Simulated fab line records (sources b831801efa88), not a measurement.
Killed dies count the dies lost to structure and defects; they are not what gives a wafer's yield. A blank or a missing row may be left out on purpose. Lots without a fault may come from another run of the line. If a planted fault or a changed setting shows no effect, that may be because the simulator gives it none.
The tool behind it: which one? / flow sky130 / 11 lots, 33 wafers sampled, at 5 steps of a route of 708

## WHAT THE GAUGES READ, wafer by wafer
SKY_SD_P_OVL_MEAS_08.
lot=L738; measured=day 25 15:08; on=overlay-02; SD_P_OVL (nm)=0.5 -0.4 -0.2
lot=L739; measured=day 25 23:01; on=overlay-01; SD_P_OVL (nm)=-0.9 -1.4 -0.5
lot=L740; measured=day 26 08:02; on=overlay-01; SD_P_OVL (nm)=2.8 2.5 2.7
lot=L741; measured=day 26 22:46; on=overlay-01; SD_P_OVL (nm)=0.1 -0.3 1.1
lot=L743; measured=day 27 19:56; on=overlay-02; SD_P_OVL (nm)=4.4 3.5 3.1
lot=L744; measured=day 27 22:46; on=overlay-01; SD_P_OVL (nm)=0.5 0.2 0.6
lot=L752; measured=day 30 18:11; on=overlay-02; SD_P_OVL (nm)=-1.9 -0.6 -1.2
lot=L753; measured=day 31 05:14; on=overlay-02; SD_P_OVL (nm)=0.3 1.4 1.0
lot=L756; measured=day 32 02:49; on=overlay-02; SD_P_OVL (nm)=-0.5 1.5 1.8
lot=L757; measured=day 32 03:29; on=overlay-01; SD_P_OVL (nm)=-1.5 1.0 1.6
lot=L758; measured=day 32 15:29; on=overlay-01; SD_P_OVL (nm)=2.1 1.6 0.1

SKY_SD_N_RS_MEAS_16: the measuring method here is four-point-probe.
lot=L738; measured=day 28 03:36; on=film_metro-04; SD_N_RS (ohm/sq)=68.74 68.55 68.68
lot=L739; measured=day 28 10:17; on=film_metro-01; SD_N_RS (ohm/sq)=68.58 68.57 68.59
lot=L740; measured=day 28 19:29; on=film_metro-01; SD_N_RS (ohm/sq)=68.47 68.56 68.55
lot=L741; measured=day 29 10:05; on=film_metro-04; SD_N_RS (ohm/sq)=68.72 68.57 68.66
lot=L743; measured=day 30 05:50; on=film_metro-01; SD_N_RS (ohm/sq)=68.47 68.49 68.59
lot=L744; measured=day 30 08:32; on=film_metro-04; SD_N_RS (ohm/sq)=68.58 68.57 68.75
lot=L752; measured=day 33 02:53; on=film_metro-04; SD_N_RS (ohm/sq)=70.66 70.58 70.69
lot=L753; measured=day 33 12:08; on=film_metro-01; SD_N_RS (ohm/sq)=70.50 70.42 70.47
lot=L756; measured=day 34 08:48; on=film_metro-04; SD_N_RS (ohm/sq)=68.58 68.39 68.45
lot=L757; measured=day 34 10:17; on=film_metro-01; SD_N_RS (ohm/sq)=68.76 68.51 68.35
lot=L758; measured=day 34 21:02; on=film_metro-01; SD_N_RS (ohm/sq)=68.48 68.45 68.75

SKY_CONTACT_OVL_MEAS_15.
lot=L738; measured=day 31 20:22; on=overlay-01; CONTACT_OVL (nm)=-7 4 -5
lot=L739; measured=day 32 00:49; on=overlay-02; CONTACT_OVL (nm)=0 1 1
lot=L740; measured=day 32 10:20; on=overlay-01; CONTACT_OVL (nm)=6 8 9
lot=L741; measured=day 33 00:51; on=overlay-01; CONTACT_OVL (nm)=1 6 0
lot=L743; measured=day 33 19:06; on=overlay-01; CONTACT_OVL (nm)=0 -4 -7
lot=L744; measured=day 33 22:19; on=overlay-02; CONTACT_OVL (nm)=6 5 14
lot=L752; measured=day 36 14:43; on=overlay-02; CONTACT_OVL (nm)=-1 3 0
lot=L753; measured=day 37 00:16; on=overlay-02; CONTACT_OVL (nm)=-1 -3 11
lot=L756; measured=day 37 19:39; on=overlay-02; CONTACT_OVL (nm)=4 2 6
lot=L757; measured=day 37 19:55; on=overlay-02; CONTACT_OVL (nm)=8 13 -1
lot=L758; measured=day 38 07:04; on=overlay-02; CONTACT_OVL (nm)=-9 -9 -9

## EACH LOT AND THE TOOL THAT RAN IT (in order: tool; ch and the chambers of the sampled wafers; start)
lot=L738; SKY_SD_N_IMPLANT_09=implanter-02 ch 0, day 28 02:55; SKY_SD_N_STRIP_11=plasma_asher-01 ch 0,1, day 28 03:12
lot=L739; SKY_SD_N_IMPLANT_09=implanter-01 ch 0, day 28 09:37; SKY_SD_N_STRIP_11=plasma_asher-04 ch 0,1, day 28 09:53
lot=L740; SKY_SD_N_IMPLANT_09=implanter-04 ch 0, day 28 18:48; SKY_SD_N_STRIP_11=plasma_asher-02 ch 0,1, day 28 19:06
lot=L741; SKY_SD_N_IMPLANT_09=implanter-01 ch 0, day 29 09:25; SKY_SD_N_STRIP_11=plasma_asher-01 ch 0,1, day 29 09:41
lot=L743; SKY_SD_N_IMPLANT_09=implanter-02 ch 0, day 30 05:10; SKY_SD_N_STRIP_11=plasma_asher-01 ch 0,1, day 30 05:26
lot=L744; SKY_SD_N_IMPLANT_09=implanter-04 ch 0, day 30 07:51; SKY_SD_N_STRIP_11=plasma_asher-04 ch 0,1, day 30 08:09
lot=L752; SKY_SD_N_IMPLANT_09=implanter-01 ch 0, day 33 02:13; SKY_SD_N_STRIP_11=plasma_asher-02 ch 0,1, day 33 02:29
lot=L753; SKY_SD_N_IMPLANT_09=implanter-01 ch 0, day 33 11:23; SKY_SD_N_STRIP_11=plasma_asher-02 ch 0,1, day 33 11:41
lot=L756; SKY_SD_N_IMPLANT_09=implanter-02 ch 0, day 34 08:08; SKY_SD_N_STRIP_11=plasma_asher-04 ch 0,1, day 34 08:24
lot=L757; SKY_SD_N_IMPLANT_09=implanter-04 ch 0, day 34 09:35; SKY_SD_N_STRIP_11=plasma_asher-04 ch 0,1, day 34 09:53
lot=L758; SKY_SD_N_IMPLANT_09=implanter-04 ch 0, day 34 20:21; SKY_SD_N_STRIP_11=plasma_asher-04 ch 0,1, day 34 20:39
- SKY_SD_N_IMPLANT_09
- SKY_SD_N_STRIP_11: strips in O2/N2.

## AS READ BY THE TOOLS THEMSELVES (means over the sampled wafers that have a number; for cases with no such wafer, the mark the record gives instead)
SKY_SD_N_IMPLANT_09.
lot=L738; tool=implanter-02; beam_on_s (s)=16.6; end_station_pressure_torr (Torr)=1.32e-05; faraday_current_uA=13172
lot=L739; tool=implanter-01; beam_on_s (s)=19.1; end_station_pressure_torr (Torr)=1.22e-05; faraday_current_uA=11518
lot=L740; tool=implanter-04; beam_on_s (s)=17.5; end_station_pressure_torr (Torr)=1.37e-05; faraday_current_uA=12458
lot=L741; tool=implanter-01; beam_on_s (s)=19.2; end_station_pressure_torr (Torr)=1.26e-05; faraday_current_uA=11405
lot=L743; tool=implanter-02; beam_on_s (s)=16.9; end_station_pressure_torr (Torr)=1.44e-05; faraday_current_uA=12932
lot=L744; tool=implanter-04; beam_on_s (s)=17.0; end_station_pressure_torr (Torr)=1.34e-05; faraday_current_uA=12907
lot=L752; tool=implanter-01; beam_on_s (s)=15.0; end_station_pressure_torr (Torr)=1.35e-05; faraday_current_uA=14575
lot=L753; tool=implanter-01; beam_on_s (s)=15.3; end_station_pressure_torr (Torr)=1.38e-05; faraday_current_uA=14317
lot=L756; tool=implanter-02; beam_on_s (s)=16.6; end_station_pressure_torr (Torr)=1.42e-05; faraday_current_uA=13138
lot=L757; tool=implanter-04; beam_on_s (s)=17.1; end_station_pressure_torr (Torr)=1.40e-05; faraday_current_uA=12759
lot=L758; tool=implanter-04; beam_on_s (s)=17.1; end_station_pressure_torr (Torr)=1.44e-05; faraday_current_uA=12789

SKY_SD_N_STRIP_11.
lot=L738; tool=plasma_asher-01; drypump_motor_current_A (A)=5.79; oes_product_au (a.u.)=0.525; strip_time_to_endpoint_s (s)=22.65
lot=L739; tool=plasma_asher-04; drypump_motor_current_A (A)=5.28; oes_product_au (a.u.)=0.529; strip_time_to_endpoint_s (s)=22.63
lot=L740; tool=plasma_asher-02; drypump_motor_current_A (A)=5.57; oes_product_au (a.u.)=0.529; strip_time_to_endpoint_s (s)=22.63
lot=L741; tool=plasma_asher-01; drypump_motor_current_A (A)=5.83; oes_product_au (a.u.)=0.526; strip_time_to_endpoint_s (s)=22.55
lot=L743; tool=plasma_asher-01; drypump_motor_current_A (A)=5.79; oes_product_au (a.u.)=0.524; strip_time_to_endpoint_s (s)=22.54
lot=L744; tool=plasma_asher-04; drypump_motor_current_A (A)=5.30; oes_product_au (a.u.)=0.527; strip_time_to_endpoint_s (s)=22.56
lot=L752; tool=plasma_asher-02; drypump_motor_current_A (A)=5.55; oes_product_au (a.u.)=0.534; strip_time_to_endpoint_s (s)=21.78
lot=L753; tool=plasma_asher-02; drypump_motor_current_A (A)=5.54; oes_product_au (a.u.)=0.540; strip_time_to_endpoint_s (s)=21.75
lot=L756; tool=plasma_asher-04; drypump_motor_current_A (A)=5.30; oes_product_au (a.u.)=0.530; strip_time_to_endpoint_s (s)=22.65
lot=L757; tool=plasma_asher-04; drypump_motor_current_A (A)=5.13; oes_product_au (a.u.)=0.527; strip_time_to_endpoint_s (s)=22.56
lot=L758; tool=plasma_asher-04; drypump_motor_current_A (A)=5.26; oes_product_au (a.u.)=0.522; strip_time_to_endpoint_s (s)=22.50

## THE ANSWER, worked out from the rows above alone
Rule: usual is defined by the lots themselves. Put in order of their means at a reading, lots are off if they are a third of the lots or fewer, leave a main group of 4 or more, and stand apart from it by a gap of 3 or more times the standard deviation of the main group's means; of several such gaps the widest counts. The tables above print the reading to a certain number of digits; a main group whose means all agree to those digits is not used. Also off: a lot with no number at a reading for which 4 or more lots have one. All remaining lots with rows at the step are treated as sound. The gauges are gone through in route order, then the tools' own readings, and for those a lot's mean is taken as printed above. At the first step where some lot is off, the reading lying furthest off is the one used; lots without a number count as furthest.
Off: L752, L753, seen at SKY_SD_N_RS_MEAS_16 (SD_N_RS). The main group: mean 68.57 ohm/sq, standard deviation 0.061.
A tool fits if, at a process step before that reading, it ran every lot that is off, and no sound lot after the first of them. Not tried: the gauges at SKY_SD_N_RS_MEAS_16; whatever is off there is also off at SKY_SD_N_STRIP_11, on other tools, and gauge error can't account for it. Can't be told from this: 2 tools fit, implanter-01 at SKY_SD_N_IMPLANT_09, plasma_asher-02 at SKY_SD_N_STRIP_11.

## WHAT HAD BEEN PUT IN BY THE SIMULATOR
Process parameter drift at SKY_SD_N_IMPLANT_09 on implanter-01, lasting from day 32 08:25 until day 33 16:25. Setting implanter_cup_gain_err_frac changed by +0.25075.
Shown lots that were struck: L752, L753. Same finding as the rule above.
